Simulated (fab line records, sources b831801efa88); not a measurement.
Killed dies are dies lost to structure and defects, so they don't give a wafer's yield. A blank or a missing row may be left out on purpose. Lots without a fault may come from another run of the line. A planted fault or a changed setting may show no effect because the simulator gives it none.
A struck lot beside a sound one | flow sky130 | 16 steps out of a route of 708
Sound: wafers L423.1, L423.3, L423.4. Struck: wafers L426.1, L426.2, L426.3. The cause comes at the end.
At each step with rows: each side's tool, then ch and its chambers, then its first start. Under that, the readings that differ: sound wafers | struck wafers | difference of the means | sigmas: that difference in standard deviations of wafers without a fault.
alike: readings whose means differ by less than 2 such deviations, and words and numbers that are the same on both sides. not compared: withheld readings, readings that some wafer has no value for, bounds like >300 that may hide the same value, and numbers for which the record gives no deviation and whose values overlap.
The two part at a step that has a row with sigmas, a row that says differs or no value, or rows on one side only. Numbers that don't overlap but have no deviation are shown without sigmas and don't part them. A reading that every wafer of one side lacks parts them only if that side has two wafers or more.

first, 3 steps without rows for these wafers: SKY_METAL1_EXPOSE_12 (exposes mask MM1, target cd 140 nm); SKY_METAL1_PEB_13; SKY_METAL1_DEVELOP_14 (develop time 60 s).
SKY_METAL1_CD_MEAS_15: target cd 140 nm.
  sound on cd_sem-01, day 34 20:11; struck on cd_sem-02, day 35 16:09
  alike: cd_nm
SKY_METAL1_OVL_MEAS_16:
  sound on overlay-01, day 34 20:19; struck on overlay-02, day 35 16:16
  alike: METAL1_OVL
SKY_METAL1_DESCUM_17: chemistry O2, time 8 s.
  sound on rie_metal-04 ch 0, day 34 20:21; struck on rie_metal-03 ch 0,1, day 35 16:18
  reading                     | sound       | struck      | difference | sigmas
  drypump_motor_current_A (A) | 6.2 6.2 6.2 | 5.2 5.5 5.1 | -0.9       | -2
  alike: chamber_pressure_mTorr, oes_product_au
  not compared: rf_hours_counter_h
SKY_METAL1_ETCH_18: etches BARC in N2/H2, stops on SiO2, time 45.9 s, target depth 60 nm.
  sound on rie_metal-04 ch 0, day 34 20:25; struck on rie_metal-03 ch 0,1, day 35 16:20
  reading                     | sound       | struck      | difference | sigmas
  drypump_motor_current_A (A) | 6.2 6.2 6.2 | 5.2 5.5 5.2 | -0.9       | -2
  alike: chamber_pressure_mTorr, n2_flow_sccm, oes_product_au, throttle_valve_pct
  not compared: rf_hours_counter_h
SKY_METAL1_METAL_ETCH_19: etches the open film in Cl2/BCl3, stops on SiO2, target depth 360 nm, time 78 s.
  sound on rie_metal-04 ch 0, day 34 20:32; struck on rie_metal-03 ch 0,1, day 35 16:24
  reading                     | sound       | struck      | difference | sigmas
  drypump_motor_current_A (A) | 6.2 6.2 6.2 | 5.1 5.5 5.2 | -0.9       | -2
  alike: chamber_pressure_mTorr, oes_product_au, throttle_valve_pct
  not compared: rf_hours_counter_h
SKY_METAL1_STRIP_20: strips in O2/N2.
  sound on plasma_asher-01 ch 0,1, day 34 20:43; struck on plasma_asher-04 ch 0,1, day 35 16:29
  alike: chamber_pressure_mTorr, drypump_motor_current_A, n2_flow_sccm, oes_product_au, strip_time_to_endpoint_s
  not compared: rf_hours_counter_h
then, 3 steps without rows for these wafers: SKY_METAL1_STRIP_21 (strips in post etch residue remover, time 1200 s); SKY_METAL1_CLEAN_22 (cleans in IPA, time 180 s); SKY_METAL1_CLEAN_23 (cleans in O3/DIW).
SKY_VIA1_HDPCVD_00: deposits SiO2, target thk 1030 nm, time 171.7 s.
  sound on hdpcvd-02 ch 0,1,2, day 34 21:19; struck on hdpcvd-02 ch 0,1,2, day 35 17:22
SKY_VIA1_THK_MEAS_01:
  sound on film_metro-01, day 34 21:26; struck on film_metro-02, day 35 17:29
  reading              | sound          | struck         | difference | sigmas
  VIA1_HDPCVD_THK (nm) | 1027 1010 1011 | 2051 2041 2063 | +1036      | +99 or more
SKY_VIA1_CMP_02: polishes SiO2.
  sound on cmp-02 ch 0,1,3, day 34 21:29; struck on cmp-01 ch 0,1,3, day 35 17:58
  alike: motor_current_A
-- the record jumps here: 12 days lie between the struck wafers' starts before and after (it left off in module VIA1 and takes up again in module PAD_OPEN, whose first step shown is number 708 of the route) --
SKY_PAD_OPEN_PROBE_99:
  the record has rows for the struck wafers here (prober-01, day 48 01:02) and none for the sound ones

WHERE THEY PART
First at SKY_METAL1_DESCUM_17; last, within this record, at SKY_PAD_OPEN_PROBE_99.

WHY: what the simulator had put in
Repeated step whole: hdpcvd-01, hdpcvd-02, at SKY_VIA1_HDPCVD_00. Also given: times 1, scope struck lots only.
